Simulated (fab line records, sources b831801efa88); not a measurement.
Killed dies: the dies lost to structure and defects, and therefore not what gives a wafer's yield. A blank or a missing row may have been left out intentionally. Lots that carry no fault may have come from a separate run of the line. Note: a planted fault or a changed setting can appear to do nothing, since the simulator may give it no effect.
Which of the tools did it? / flow gf180mcu / Sampling: 13 lots, 39 wafers, 2 of 602 route steps

WHAT EACH GAUGE READ, for each wafer
GF_STI_THK_MEAS_24. Usual: for STI_CVD_23_THK the level is 651 nm and the standard deviation is 7.2.
lot=L645; measured=day 2 10:06; on=filmMetro-04; STI_CVD_23_THK (nm)=657 636 639; flag=
lot=L647; measured=day 2 19:56; on=filmMetro-04; STI_CVD_23_THK (nm)=644 654 644; flag=
lot=L648; measured=day 3 02:36; on=filmMetro-02; STI_CVD_23_THK (nm)=651 653 646; flag=
lot=L649; measured=day 3 06:31; on=filmMetro-03; STI_CVD_23_THK (nm)=657 653 644; flag=
lot=L653; measured=day 4 04:19; on=filmMetro-03; STI_CVD_23_THK (nm)=658 654 657; flag=
lot=L655; measured=day 4 13:50; on=filmMetro-03; STI_CVD_23_THK (nm)=644 645 645; flag=
lot=L657; measured=day 5 03:20; on=filmMetro-02; STI_CVD_23_THK (nm)=647 643 657; flag=
lot=L659; measured=day 5 10:04; on=filmMetro-04; STI_CVD_23_THK (nm)=662 643 652; flag=
lot=L663; measured=day 6 05:44; on=filmMetro-03; STI_CVD_23_THK (nm)=655 652 660; flag=
lot=L664; measured=day 6 12:47; on=filmMetro-04; STI_CVD_23_THK (nm)=663 658 655; flag=
lot=L665; measured=day 6 16:27; on=filmMetro-02; STI_CVD_23_THK (nm)=655 659 655; flag=
lot=L666; measured=day 6 20:34; on=filmMetro-03; STI_CVD_23_THK (nm)=641 647 653; flag=
lot=L667; measured=day 7 02:20; on=filmMetro-02; STI_CVD_23_THK (nm)=647 655 653; flag=

GF_VT_IMPLANT_OVL_MEAS_07. Usual: for VT_IMPLANT_OVL the level is 0.4 nm and the standard deviation is 1.3.
lot=L645; measured=day 5 21:37; on=overlay-01; VT_IMPLANT_OVL (nm)=1.8 -0.4 0.0; flag=
lot=L647; measured=day 6 12:49; on=overlay-02; VT_IMPLANT_OVL (nm)=-0.4 -0.6 -2.8; flag=
lot=L648; measured=day 6 18:34; on=overlay-02; VT_IMPLANT_OVL (nm)=0.0 -0.3 0.7; flag=
lot=L649; measured=day 6 23:23; on=overlay-02; VT_IMPLANT_OVL (nm)=0.0 -0.9 0.4; flag=
lot=L653; measured=day 8 04:19; on=overlay-02; VT_IMPLANT_OVL (nm)=-0.7 1.0 0.5; flag=
lot=L655; measured=day 8 13:49; on=overlay-02; VT_IMPLANT_OVL (nm)=1.0 -0.3 -0.4; flag=
lot=L657; measured=day 9 05:37; on=overlay-01; VT_IMPLANT_OVL (nm)=3.4 2.0 3.0; flag=
lot=L659; measured=day 9 11:25; on=overlay-02; VT_IMPLANT_OVL (nm)=-0.9 -1.4 -1.1; flag=
lot=L663; measured=day 10 11:04; on=overlay-02; VT_IMPLANT_OVL (nm)=2.0 -0.7 1.8; flag=
lot=L664; measured=day 10 21:22; on=overlay-01; VT_IMPLANT_OVL (nm)=1.4 1.7 1.0; flag=
lot=L665; measured=day 11 01:11; on=overlay-01; VT_IMPLANT_OVL (nm)=1.5 1.5 2.2; flag=
lot=L666; measured=day 11 05:19; on=overlay-02; VT_IMPLANT_OVL (nm)=-0.5 -0.2 -0.6; flag=
lot=L667; measured=day 11 13:56; on=overlay-01; VT_IMPLANT_OVL (nm)=0.4 0.3 0.9; flag=

WHAT TOOL EACH LOT RAN ON (gives the tool, then ch and the chambers of the sampled wafers, and finally the start)
Record: no process step prior to these readings.

AS READ BY THE TOOLS THEMSELVES (means over the sampled wafers that have a number; for cases with no such wafer, the mark the record gives instead)
The record holds no such reading with a usual standard deviation.

THE ANSWER, worked out from the rows above alone
Rule: take the mean of a lot's wafers that have a number; if it is more than 3 standard deviations from the usual mean, the lot is off. Also off: a lot with no number at a reading for which 4 or more lots have one. Where the step has rows for the other lots, those lots are counted as sound. The gauges are gone through in route order, then the tools' own readings, and for those a lot's mean is taken as printed above. The first step at which some lot is off is used, and at that step the reading that is off furthest; a lot without a number counts as furthest.
No lot is off at any reading shown: from this, nothing can be told.

WHAT THE SIMULATOR HAD PUT IN
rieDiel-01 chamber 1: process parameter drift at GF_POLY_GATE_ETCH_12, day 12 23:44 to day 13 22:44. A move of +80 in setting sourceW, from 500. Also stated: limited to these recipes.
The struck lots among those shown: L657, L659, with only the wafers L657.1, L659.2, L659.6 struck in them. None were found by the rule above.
